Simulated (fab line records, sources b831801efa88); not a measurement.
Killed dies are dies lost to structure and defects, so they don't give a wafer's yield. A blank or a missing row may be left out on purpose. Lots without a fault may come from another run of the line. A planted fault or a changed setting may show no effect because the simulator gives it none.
Which tool did it? | flow gf180mcu | 6 lots, 18 wafers sampled, at 2 steps of a route of 602

WHAT THE GAUGES READ, wafer by wafer
GF_DNWELL_TW_MEAS_09.
lot  | measured    | on            | DNWELL_TW
L241 | day 3 04:55 | film_metro-04 | 1366 1350 1352
L243 | day 3 16:31 | film_metro-01 | 1351 1345 1348
L251 | day 5 07:19 | film_metro-01 | 1335 1343 1337
L253 | day 5 22:22 | film_metro-01 | 1275 1267 1268 1264 1271 1273
L255 | day 6 08:34 | film_metro-02 | 1364 1354 1364
L261 | day 7 16:09 | film_metro-04 | 1360 1369 1357

WHICH TOOL RAN EACH LOT (tool, then ch and the chambers of the sampled wafers, then the start)
lot  | GF_DNWELL_IMPLANT_07
L241 | implanter-04 ch 0, day 3 04:40
L243 | implanter-01 ch 0, day 3 16:16
L251 | implanter-01 ch 0, day 5 07:04
L253 | implanter-04 ch 0, day 5 22:08
L255 | implanter-03 ch 0, day 6 08:20
L261 | implanter-01 ch 0, day 7 15:54
- GF_DNWELL_IMPLANT_07

THE ANSWER, worked out from the rows above alone
Rule: what is usual is taken from the lots themselves. Put in order of their means at a reading, lots are off if they are a third of the lots or fewer, leave a main group of 4 or more, and stand apart from it by a gap of 3 or more times the standard deviation of the main group's means; of several such gaps the widest counts. A main group whose means are all the same, to the digits that the tables above print for the reading, isn't used. A lot without any number at a reading at which 4 lots or more have one is off too. The other lots that the step has rows for count as sound.
Off: L253, at GF_DNWELL_TW_MEAS_09 (DNWELL_TW). The main group: mean 1353, standard deviation 8.8.
A tool fits if, at a process step before that reading, it ran every lot that is off, and no sound lot after the first of them. The gauges at GF_DNWELL_TW_MEAS_09 are tried like those tools. Can't be told from this: 2 tools fit, implanter-04 at GF_DNWELL_IMPLANT_07, film_metro-01 at GF_DNWELL_TW_MEAS_09.

WHAT THE SIMULATOR HAD PUT IN
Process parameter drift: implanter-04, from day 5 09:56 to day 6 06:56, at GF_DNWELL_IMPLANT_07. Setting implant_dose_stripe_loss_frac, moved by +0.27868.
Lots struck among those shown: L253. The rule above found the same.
